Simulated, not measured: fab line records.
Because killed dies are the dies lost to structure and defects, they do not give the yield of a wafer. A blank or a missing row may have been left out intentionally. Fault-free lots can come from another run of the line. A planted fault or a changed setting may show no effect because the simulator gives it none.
Matching of chambers    flow sky130    SKY_PASSIVATION_CVD_00 on pecvd-01 has 3 sister chambers
The step deposits SiO2, target thk 90 nm. 14 wafers are shown with their chamber, then 7 later ones without.

## EACH WAFER AND ITS CHAMBER
wafer   chamber  heater-power-w (W)
L963.3  2        709
L963.5  2        710
L963.6  1        627
L968.3  2        681
L968.4  1        640
L968.5  0        445
L970.2  0        487
L970.3  1        637
L970.6  1        639
L971.1  1        648
L971.4  2        698
L971.6  1        655
L974.2  0        514
L974.3  2        748

SIGNATURES, as means of the wafers listed above
reading         chamber 0  chamber 1  chamber 2  scatter within a chamber
heater-power-w  482.00     641.00     709.20     22
Rule: a wafer lies at a distance from a chamber equal to the root of the sum of squares, over the readings, of (its reading less the chamber's mean, divided by the reading's scatter). If the next closest chamber is less than 2 further off than the closest, the wafer can't be placed; otherwise it belongs to the closest. The scatter: the root of (the sum of the squares of (reading less its chamber's mean) over the shown wafers, divided by (wafers less chambers)).

## WAFERS WITHOUT THEIR CHAMBER
wafer   heater-power-w (W)
L974.5  518
L978.3  725
L978.4  575
L978.5  492
L979.3  557
L979.4  542
L979.5  606

## THE CHAMBER EACH PASSED THROUGH
wafer    from the rows above       in truth
L974.5   0                         0
L978.3   2                         2
L978.4   can't be placed: 1 or 0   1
L978.5   0                         0
L979.3   can't be placed: 0 or 1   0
L979.4   can't be placed: 0 or 1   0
L979.5   1                         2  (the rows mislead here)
3 of 7 placed correctly. Unplaceable from these rows: 3, with the true chamber sitting among the candidates in 3. Placed wrongly: 1.
